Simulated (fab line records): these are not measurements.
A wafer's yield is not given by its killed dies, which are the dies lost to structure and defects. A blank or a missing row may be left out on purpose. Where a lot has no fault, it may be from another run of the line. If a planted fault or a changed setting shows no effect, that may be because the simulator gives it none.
Which of the tools did it? || flow gf180mcu || 42 wafers sampled from 14 lots at 1 step of a route of 602

WHAT THE GAUGES SHOWED, per wafer
GF_PSD_OVL_MEAS_08.
{"lot": "L710", "measured": "day 14 08:16", "on": "overlay-01", "PSD_OVL (nm)": "0.2 1.6 -0.7"}
{"lot": "L712", "measured": "day 15 02:53", "on": "overlay-01", "PSD_OVL (nm)": "-0.5 0.1 -0.4"}
{"lot": "L713", "measured": "day 15 10:41", "on": "overlay-02", "PSD_OVL (nm)": "0.8 1.4 0.7"}
{"lot": "L715", "measured": "day 15 21:59", "on": "overlay-01", "PSD_OVL (nm)": "0.2 -0.5 1.3"}
{"lot": "L717", "measured": "day 16 16:20", "on": "overlay-02", "PSD_OVL (nm)": "-2.4 -2.8 -1.0"}
{"lot": "L718", "measured": "day 17 04:20", "on": "overlay-02", "PSD_OVL (nm)": "-0.5 1.6 2.6"}
{"lot": "L724", "measured": "day 19 02:13", "on": "overlay-01", "PSD_OVL (nm)": "0.6 1.2 0.8"}
{"lot": "L727", "measured": "day 20 05:41", "on": "overlay-01", "PSD_OVL (nm)": "3.2 1.1 -0.6"}
{"lot": "L728", "measured": "day 20 10:19", "on": "overlay-01", "PSD_OVL (nm)": "1.7 2.1 1.0"}
{"lot": "L729", "measured": "day 20 17:32", "on": "overlay-01", "PSD_OVL (nm)": "0.9 -1.4 -0.8"}
{"lot": "L730", "measured": "day 21 03:56", "on": "overlay-02", "PSD_OVL (nm)": "-0.2 -0.9 1.2"}
{"lot": "L731", "measured": "day 21 13:26", "on": "overlay-01", "PSD_OVL (nm)": "0.9 1.5 0.5"}
{"lot": "L732", "measured": "day 21 19:22", "on": "overlay-01", "PSD_OVL (nm)": "2.2 4.1 1.7"}
{"lot": "L733", "measured": "day 22 08:55", "on": "overlay-01", "PSD_OVL (nm)": "1.6 0.5 1.0"}

EACH LOT AND THE TOOL THAT RAN IT (in order: tool; ch and the chambers of the sampled wafers; start)
The record holds no process step before these readings.

WHAT THE TOOLS THEMSELVES READ (means of the sampled wafers that have a number; where no wafer has one, the mark that the record gives instead)
The record holds no such reading with a usual standard deviation.

THE ANSWER, worked out from the rows above alone
Rule: what is usual is taken from the lots themselves. Put in order of their means at a reading, lots are off if they are a third of the lots or fewer, leave a main group of 4 or more, and stand apart from it by a gap of 3 or more times the standard deviation of the main group's means; of several such gaps the widest counts. A main group whose means are all the same, to the digits that the tables above print for the reading, isn't used. Also off: a lot with no number at a reading for which 4 or more lots have one. All remaining lots with rows at the step are treated as sound. The gauges are gone through in route order, then the tools' own readings, and for those a lot's mean is taken as printed above. The first step at which some lot is off is used, and at that step the reading that is off furthest; a lot without a number counts as furthest.
No lot is off at any reading shown: from this, nothing can be told.

WHAT WAS PUT IN BY THE SIMULATOR
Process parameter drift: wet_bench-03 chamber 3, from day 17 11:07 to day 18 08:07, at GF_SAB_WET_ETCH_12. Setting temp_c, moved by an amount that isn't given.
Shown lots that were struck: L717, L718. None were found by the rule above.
